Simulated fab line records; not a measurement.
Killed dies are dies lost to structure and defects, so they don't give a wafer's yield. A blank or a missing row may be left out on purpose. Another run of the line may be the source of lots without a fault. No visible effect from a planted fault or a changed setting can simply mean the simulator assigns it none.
Matching of chambers -- flow gf180mcu -- GF_V1_CVD_00 on hdpcvd-01: 3 sister chambers
The step deposits SiO2, target thk 600 nm, time 100 s. 6 wafers are shown with their chamber, then 7 later ones without.

WAFERS, EACH WITH ITS CHAMBER
wafer,chamber,sih4_flow_sccm (sccm),pressure_mtorr (mTorr)
L933.3,2,59.97,6.009
L933.4,0,59.93,6.024
L933.6,2,60.10,5.998
L938.2,0,59.81,6.010
L939.1,1,60.06,6.004
L939.4,1,60.34,6.011

WAFERS WITH NO CHAMBER GIVEN
wafer,sih4_flow_sccm (sccm),pressure_mtorr (mTorr)
L939.6,59.85,5.987
L940.1,59.66,5.997
L940.2,60.29,5.999
L940.6,60.00,5.993
L941.4,60.23,6.013
L941.5,59.88,5.992
L941.6,59.84,5.999

WHICH CHAMBER EACH ONE RAN IN
wafer,from the rows above,in truth
L939.6,can't be placed: 2 or 1 or 0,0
L940.1,can't be placed: 2 or 0 or 1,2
L940.2,can't be placed: 1 or 2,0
L940.6,can't be placed: 2 or 1 or 0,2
L941.4,can't be placed: 1 or 2 or 0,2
L941.5,can't be placed: 2 or 1 or 0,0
L941.6,can't be placed: 2 or 0 or 1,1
Correct placement for 0 of the 7. Unplaceable from these rows: 7, with the true chamber sitting among the candidates in 6. 0 placed wrongly.
How it was worked out, from the rows above alone: a wafer's distance from a chamber is the root of the sum, over the readings, of the square of ((its reading less the chamber's mean) divided by the reading's scatter). If the next closest chamber is less than 2 further off than the closest, the wafer can't be placed; otherwise it belongs to the closest. Each chamber's mean is taken over the wafers shown for it. The scatter is the square root of a quotient: the sum, over the shown wafers, of each reading's squared deviation from its chamber's mean, divided by wafers minus chambers.
